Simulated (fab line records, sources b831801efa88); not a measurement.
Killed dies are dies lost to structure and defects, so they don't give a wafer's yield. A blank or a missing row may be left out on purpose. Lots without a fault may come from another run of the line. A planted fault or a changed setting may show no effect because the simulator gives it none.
Chamber matching | flow gf180mcu | GF_M5_ETCH_09 on rie_diel-04: 4 sister chambers
The step etches Si3N4 in CF4/O2, target depth 52 nm, time 11.6 s. 16 wafers are shown with their chamber, then 8 later ones without.

WAFERS WITH THEIR CHAMBER
wafer  | chamber | drypump_motor_current_A (A) | oes_product_au (a.u.) | chamber_pressure_mTorr (mTorr)
L075.4 | 2       | 5.5                         | 1.006                 | 150.15
L075.5 | 0       | 6.1                         | 0.990                 | 149.87
L075.6 | 3       | 5.9                         | 1.009                 | 149.97
L076.1 | 3       | 5.9                         | 1.014                 | 150.00
L076.2 | 0       | 6.1                         | 0.996                 | 150.17
L076.6 | 0       | 6.1                         | 0.996                 | 150.09
L081.1 | 3       | 5.9                         | 0.985                 | 149.85
L081.3 | 1       | 6.4                         | 0.978                 | 149.89
L081.5 | 0       | 6.1                         | 0.995                 | 149.77
L083.1 | 3       | 6.0                         | 1.015                 | 150.11
L083.3 | 1       | 6.4                         | 0.998                 | 150.02
L083.5 | 0       | 6.1                         | 0.999                 | 149.82
L091.2 | 2       | 5.5                         | 1.016                 | 150.05
L091.3 | 3       | 5.9                         | 1.016                 | 150.20
L091.6 | 0       | 6.1                         | 0.995                 | 149.81
L093.1 | 1       | 6.4                         | 0.993                 | 150.26

SIGNATURES (means of the wafers above)
reading                 | chamber 0 | chamber 1 | chamber 2 | chamber 3 | scatter within a chamber
drypump_motor_current_A | 6.100     | 6.400     | 5.500     | 5.920     | 0.0258
oes_product_au          | 0.99517   | 0.98967   | 1.01100   | 1.00780   | 0.00908
chamber_pressure_mTorr  | 149.9217  | 150.0567  | 150.1000  | 150.0260  | 0.154
Rule: a wafer's distance from a chamber is the root of the sum, over the readings, of the square of ((its reading less the chamber's mean) divided by the reading's scatter). The wafer belongs to the nearest chamber; if the next one is less than 2 further off, it can't be placed. The scatter: the root of (the sum of the squares of (reading less its chamber's mean) over the shown wafers, divided by (wafers less chambers)).

WAFERS WITHOUT THEIR CHAMBER
wafer  | drypump_motor_current_A (A) | oes_product_au (a.u.) | chamber_pressure_mTorr (mTorr)
L093.4 | 6.1                         | 0.991                 | 150.00
L093.5 | 6.1                         | 0.983                 | 150.01
L094.1 | 5.9                         | 1.001                 | 149.83
L094.2 | 5.5                         | 1.010                 | 149.80
L094.6 | 6.4                         | 0.991                 | 149.82
L096.2 | 6.4                         | 0.994                 | 149.80
L096.3 | 6.1                         | 0.983                 | 150.09
L096.5 | 5.9                         | 1.012                 | 149.87

WHICH CHAMBER EACH WENT THROUGH
wafer  | from the rows above | in truth
L093.4 | 0                   | 0
L093.5 | 0                   | 0
L094.1 | 3                   | 3
L094.2 | 2                   | 2
L094.6 | 1                   | 1
L096.2 | 1                   | 1
L096.3 | 0                   | 0
L096.5 | 3                   | 3
Placed correctly: 8 of 8. Can't be placed from these rows: 0. Placed wrongly: 0.
